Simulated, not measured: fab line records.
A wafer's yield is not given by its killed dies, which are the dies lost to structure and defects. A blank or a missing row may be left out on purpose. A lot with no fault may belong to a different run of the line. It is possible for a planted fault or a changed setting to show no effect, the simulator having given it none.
Struck lot and sound lot, side by side / flow sky130 / 15 steps out of a route of 708
Sound: wafers L532.2, L532.3, L532.6. Struck: wafer L535.1. (L535.5 of the same lot was not struck and is left out.) The cause comes at the end.
At each step with rows: each side's tool, then ch and its chambers, then its first start. Under that, the readings that differ: sound wafers / struck wafers / difference of the means / sigmas: that difference in standard deviations of wafers without a fault.
alike: readings whose means differ by less than 2 such deviations, and words and numbers that are the same on both sides. not compared: withheld readings, readings that some wafer has no value for, bounds like >300 that may hide the same value, and numbers for which the record gives no deviation and whose values overlap.
Wherever a step has rows on one side only, a row that says differs or no value, or a row with sigmas, the two part there. Numbers that don't overlap but have no deviation are shown without sigmas and don't part them. A reading missing from all wafers of one side parts the sides only when that side holds two or more wafers.

first, 2 steps without rows for these wafers: SKY_LDD_LDN_IMPLANT_10; SKY_LDD_LDN_IMPLANT_11.
SKY_LDD_LDN_STRIP_12: strips in O2/N2.
  sound on plasma_asher-04 ch 0, day 25 18:50; struck on plasma_asher-02 ch 1, day 27 08:17
  alike: drypump_motor_current_A, o2_flow_sccm, oes_product_au, strip_time_to_endpoint_s
  not compared: rf_hours_counter_h
SKY_LDD_LDN_TW_MEAS_13:
  sound on film_metro-01 at day 25 18:56; struck on film_metro-03 at day 27 08:23
  alike: LDD_LDN_TW
then, 2 steps without rows for these wafers: SKY_LDD_LDN_CLEAN_14 (cleans in SC1/SC2, time 150 s); SKY_SPACER_CVD_00 (deposits Si3N4 from DCS/NH3, target thk 43.1 nm, time 740 s).
SKY_SPACER_THK_MEAS_01:
  sound on film_metro-04 at day 25 20:16; struck on film_metro-03 at day 27 10:17
  alike: SPACER_CVD_00_THK
SKY_SPACER_ETCHBACK_02: etches Si3N4 in CH3F/O2, stops on SiO2, time 46.7 s, target depth 45 nm.
  sound on rie_diel-02 ch 0,1,3, day 25 20:19; struck on rie_diel-02 ch 3, day 27 10:20
  alike: bias_w, drypump_motor_current_A, oes_product_au, throttle_valve_pct
  not compared: rf_hours_counter_h
then, 4 steps without rows for these wafers: SKY_POLY_CUT_DEHYDRATE_00 (time 60 s); SKY_POLY_CUT_HMDS_01 (prime time 60 s); SKY_POLY_CUT_COAT_02 (resist thk 60 nm); SKY_POLY_CUT_COAT_03 (resist thk 450 nm).
SKY_POLY_CUT_SOFTBAKE_04: time 90 s.
  sound on litho_track-04 ch 0, day 26 10:00; struck on litho_track-04 ch 0, day 28 00:00
reading=heater_power_total_W (W); sound=57.51 57.51 57.24; struck=60.27; difference=+2.85; sigmas=+26
reading=run_length_s (s); sound=119.06 119.04 119.13; struck=106.37; difference=-12.71; sigmas=-47
then, 1 step without rows for these wafers: SKY_POLY_CUT_EXPOSE_05 (exposes mask NPCM, target cd 270 nm).
-- the record jumps here: 21 days lie between the struck wafers' starts before and after (it left off in module POLY_CUT and takes up again in module PAD_OPEN, whose first step shown is number 708 of the route) --
SKY_PAD_OPEN_PROBE_99:
  sound on prober-01 at day 47 14:28; struck on prober-02 at day 48 18:09
reading=killed_at_other sound=0 struck=1 difference=+1 sigmas=+2
  alike: killed_at_M0_to_M3, killed_at_M4_up, killed_at_contacts, killed_at_front_end, killed_dies, killed_open, killed_short

## WHERE THEY PART
Earliest at SKY_POLY_CUT_SOFTBAKE_04; latest, in this record, at SKY_PAD_OPEN_PROBE_99.

WHY: what had been put in by the simulator
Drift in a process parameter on litho_track-04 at SKY_POLY_CUT_SOFTBAKE_04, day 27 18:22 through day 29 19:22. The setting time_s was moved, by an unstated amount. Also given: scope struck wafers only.
